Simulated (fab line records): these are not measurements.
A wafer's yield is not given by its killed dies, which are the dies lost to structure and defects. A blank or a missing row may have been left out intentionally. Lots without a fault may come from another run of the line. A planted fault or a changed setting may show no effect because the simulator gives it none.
Which tool is to blame? | flow sfqLine | 7 lots with 19 wafers sampled at 2 steps, on a route of 325 steps

WHAT EACH GAUGE READ, for each wafer
SFQ_M3_OVL_MEAS_921.
lot  | measured     | on         | M3_OVL (nm)
L963 | day 40 13:59 | overlay-01 | 1 0 3
L965 | day 40 19:59 | overlay-01 | -1 1 7
L967 | day 41 00:47 | overlay-01 | -9 -4 -3
L972 | day 43 06:35 | overlay-02 | -5 -15 -12
L974 | day 43 10:11 | overlay-02 | 0 4 1
L978 | day 43 14:59 | overlay-02 | 1 -1
L980 | day 43 17:23 | overlay-02 | -3 -7

TOOL THAT RAN EACH LOT (tool first, then ch and the chambers of the sampled wafers, then the start)
lot  | SFQ_TRILAYER_M3_DEP_SPUTTER_073
L963 | pvdSputter-06, day 34 22:51
L965 | pvdSputter-03, day 35 04:15
L967 | pvdSputter-03, day 35 10:01
L972 | pvdSputter-06, day 40 01:10
L974 | pvdSputter-03, day 40 20:20
L978 | pvdSputter-05, day 42 19:08
L980 | pvdSputter-06, day 43 04:08
- SFQ_TRILAYER_M3_DEP_SPUTTER_073: material Nb, target thk 200 nm, time 133.3 s.

THE ANSWER, worked out from the rows above alone
Rule: the usual values come from the lots themselves. The widest of any qualifying gaps counts: lots, ordered by their means at a reading, are off when they make up no more than a third of the lots, leave a main group of 4 or more, and stand apart from it by 3 or more times the standard deviation of that group's means. Not used: any main group whose means are identical at the precision the tables above print for the reading. Also off: a lot with no number at a reading for which 4 or more lots have one. The other lots that the step has rows for count as sound.
None of the lots is off at any reading shown; this tells nothing.

WHAT THE SIMULATOR HAD INSERTED
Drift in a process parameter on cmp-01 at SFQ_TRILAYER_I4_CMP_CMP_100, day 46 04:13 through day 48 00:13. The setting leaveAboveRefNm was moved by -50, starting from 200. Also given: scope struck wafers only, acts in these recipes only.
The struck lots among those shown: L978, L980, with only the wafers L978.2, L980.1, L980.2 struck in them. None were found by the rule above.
